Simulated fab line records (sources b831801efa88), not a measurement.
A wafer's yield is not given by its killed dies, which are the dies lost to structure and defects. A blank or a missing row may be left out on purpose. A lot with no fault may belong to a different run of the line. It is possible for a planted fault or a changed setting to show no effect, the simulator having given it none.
Problem report in the 8D (eight disciplines) form, filled by code || flow gf180mcu || the parts of the form that need people (team, actions taken, sign-off) are left out

1. THE PROBLEM
Mean HV_LDD_3_TW at GF_HV_LDD_TW_MEAS_38: 1513 over 6 wafers in 2 lots; fault-free wafers: 1424, standard deviation 13. That puts it +6.9 standard deviations away from the usual mean.
Earliest sighting: wafer L599.1 on filmMetro-03 at day 15 12:33. The record has a number at this step for 36 wafers belonging to 12 lots. Rule for "out" (also "out of limits"): further than 4 standard deviations from the usual mean. The rest of the wafers with a number are treated as sound.

2. WHAT IT IS, AND WHAT IT ISN'T
{"question": "which readings at this step", "is": "HV_LDD_3_TW", "is not": "-"}
{"question": "which lots", "is": "L599, L600", "is not": "L587, L588, L590, L592, L593, L605, L606, L607, L608, L609"}
{"question": "which wafers of those lots", "is": "all that have a number", "is not": "-"}
{"question": "read on which gauges", "is": "filmMetro-01, filmMetro-03", "is not": "filmMetro-02"}
{"question": "when", "is": "from day 15 12:33", "is not": "up to then (15 sound wafers); but 15 sound wafers of L605, L606, L607, L608, L609 came after"}

3. SUSPECTS, AND WHAT RULES EACH OUT
Counting: a tool at a process step up to the reading stays a suspect if it ran every lot that is out and no sound lot after the first of them.
- ruled out: the gauge at GF_HV_LDD_TW_MEAS_38. 2 gauges (filmMetro-01, filmMetro-03) read the wafers that are out.
- implanter-03 at GF_HV_LDD_IMPLANT_34: kept. All lots that are out passed through it, beginning with L599 at day 15 12:00, and no sound lot followed; its final sound lot before that point was L593 at day 13 14:47. On those wafers its own readings are out: doseIonsCm2, faradayCurrentUA.
After counting, what remains is implanter-03 at GF_HV_LDD_IMPLANT_34.

4. THE CAUSE (what the simulator had put in)
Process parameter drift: implanter-03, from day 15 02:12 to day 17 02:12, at GF_HV_LDD_IMPLANT_34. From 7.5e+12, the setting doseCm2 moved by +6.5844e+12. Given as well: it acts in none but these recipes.
After counting, this tool was the only one left.

5. SEQUENCE OF EFFECTS, ordered by route
Each row: a reading where the mean over the struck wafers with a number is more than 3 standard deviations away from the usual. Scope: only readings with a usual standard deviation given in the record; hours: median across lots of the time from each lot's start at the first step in this table that gives one to its start at this step; sigmas: change in usual standard deviations.
{"hours": 0, "step": "GF_HV_LDD_IMPLANT_34", "reading": "doseIonsCm2", "usual": 7.5e+12, "on struck wafers": 1.4e+13, "change": "+6.6e+12", "sigmas": "+99 or more"}
{"hours": 0, "step": "GF_HV_LDD_IMPLANT_34", "reading": "faradayCurrentUA", "usual": 42.3, "on struck wafers": 78.7, "change": "+36.4", "sigmas": "+42"}
{"hours": 1, "step": "GF_HV_LDD_TW_MEAS_38", "reading": "HV_LDD_3_TW", "usual": 1424, "on struck wafers": 1513, "change": "+89", "sigmas": "+6.9"}
{"hours": 23, "step": "GF_HV_LDD_RS_MEAS_53", "reading": "HV_LDD_RS", "usual": "418.3 ohm/sq", "on struck wafers": 402.3, "change": -16.0, "sigmas": -17}
Its process steps:
- GF_HV_LDD_IMPLANT_34
Later steps that measure or inspect, where all struck wafers having a row at the step show a number for every such reading and not one has moved that far: GF_SAB_CD_MEAS_09.

6. HOW IT WOULD HAVE BEEN CAUGHT EARLIER
Counted from the fault's start at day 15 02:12, it took 10 hours until the first out-of-limits reading at a measuring or inspecting step in this record, taken at day 15 12:33.
At GF_HV_LDD_IMPLANT_34, the tool's own readings (doseIonsCm2, faradayCurrentUA) were out on each struck wafer the step has a row for, so an alarm limit on them would have fired on the first such wafer.
L600, from the lots that are out (2), started GF_HV_LDD_IMPLANT_34 on implanter-03 later than day 15 12:33. Putting the tool on hold at that point would have spared it.
